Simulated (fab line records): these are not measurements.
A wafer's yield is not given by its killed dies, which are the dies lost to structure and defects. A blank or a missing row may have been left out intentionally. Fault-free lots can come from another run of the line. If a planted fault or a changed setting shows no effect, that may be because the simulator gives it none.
Which tool was responsible? ; flow gf180mcu ; 13 lots with 39 wafers sampled at 2 steps, on a route of 602 steps

== WHAT THE GAUGES READ, wafer by wafer ==
GF_NWELL_OVL_MEAS_07. Usual: NWELL_OVL typically reads -1.1 nm, with standard deviation 1.5.
lot;measured;on;NWELL_OVL (nm);flag
L565;day 3 20:31;overlay-02;-1.2 -0.2 -1.3;
L566;day 3 23:29;overlay-02;0.8 0.5 -0.2;
L567;day 4 03:47;overlay-02;-0.8 1.4 2.3;
L568;day 4 09:28;overlay-01;-0.1 -1.0 -2.2;
L570;day 4 21:34;overlay-01;-1.9 -2.4 -1.7;
L571;day 5 07:13;overlay-01;-2.1 -0.3 -1.0;
L573;day 5 19:44;overlay-01;-1.6 -2.2 -2.3;
L574;day 6 05:47;overlay-01;-0.7 -1.4 -1.4;
L576;day 6 18:04;overlay-01;-2.3 -1.7 -0.7;
L577;day 6 18:17;overlay-02;-1.5 0.4 -1.1;
L578;day 7 04:49;overlay-02;0.6 0.7 -0.4;
L584;day 8 08:41;overlay-01;-3.4 -2.3 -2.0;
L586;day 8 20:31;overlay-02;-1.7 -3.5 -0.7;

== TOOL THAT RAN EACH LOT (tool first, then ch and the chambers of the sampled wafers, then the start) ==
lot;GF_STI_WET_ETCH_27
L565;wet bench-01 ch 2, day 2 16:13
L566;wet bench-01 ch 2, day 2 19:16
L567;wet bench-01 ch 1, day 3 00:17
L568;wet bench-01 ch 2, day 3 05:19
L570;wet bench-02 ch 3, day 3 17:16
L571;wet bench-01 ch 3, day 3 22:29
L573;wet bench-02 ch 2, day 4 09:15
L574;wet bench-04 ch 2, day 4 17:39
L576;wet bench-01 ch 0, day 5 08:38
L577;wet bench-01 ch 3, day 5 08:38
L578;wet bench-01 ch 1, day 5 16:47
L584;wet bench-02 ch 0, day 6 22:13
L586;wet bench-04 ch 2, day 7 08:29
- GF_STI_WET_ETCH_27: etches Si3N4 in H3PO4, target depth 160 nm, time 1825 s.

== AS READ BY THE TOOLS THEMSELVES (means over the sampled wafers that have a number; for cases with no such wafer, the mark the record gives instead) ==
GF_STI_WET_ETCH_27. Usual: run length s 1852 s, standard deviation 3.3.
lot;tool;run length s (s);flag
L565;wet bench-01;1852;
L566;wet bench-01;1851;
L567;wet bench-01;1851;
L568;wet bench-01;1851;
L570;wet bench-02;1858;
L571;wet bench-01;1860;
L573;wet bench-02;1851;
L574;wet bench-04;1849;
L576;wet bench-01;1850;
L577;wet bench-01;1851;
L578;wet bench-01;1859;
L584;wet bench-02;2247;OFF
L586;wet bench-04;1849;

== THE ANSWER, worked out from the rows above alone ==
Rule: take the mean of a lot's wafers that have a number; if it is more than 3 standard deviations from the usual mean, the lot is off. A lot without any number at a reading at which 4 lots or more have one is off too. Any other lot the step has rows for is counted as sound. Order of review: gauges by route order, followed by the tools' own readings, for which a lot's mean as printed above is used. The first step at which some lot is off is used, and at that step the reading that is off furthest; a lot without a number counts as furthest.
Off: L584, at GF_STI_WET_ETCH_27 (run length s).
A tool fits if, at that step or a process step before it, it ran every lot that is off, and no sound lot after the first of them. One fits: wet bench-02 at GF_STI_WET_ETCH_27. A fault onset in the window from L573 (day 4 09:15, its last sound lot) to L584 (day 6 22:13, its first lot off) fits.
The tool's own readings at GF_STI_WET_ETCH_27 bear it out: on the lots that are off they differ by more than 5 times the standard deviation of the sound lots' means. run length s reads 2247 s there against 1853 s on the sound lots.

== WHAT WAS PUT IN BY THE SIMULATOR ==
wet bench-02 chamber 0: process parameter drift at GF_STI_WET_ETCH_27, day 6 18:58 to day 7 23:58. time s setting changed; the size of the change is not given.
Struck lots among those shown: L584. Same finding as the rule above.
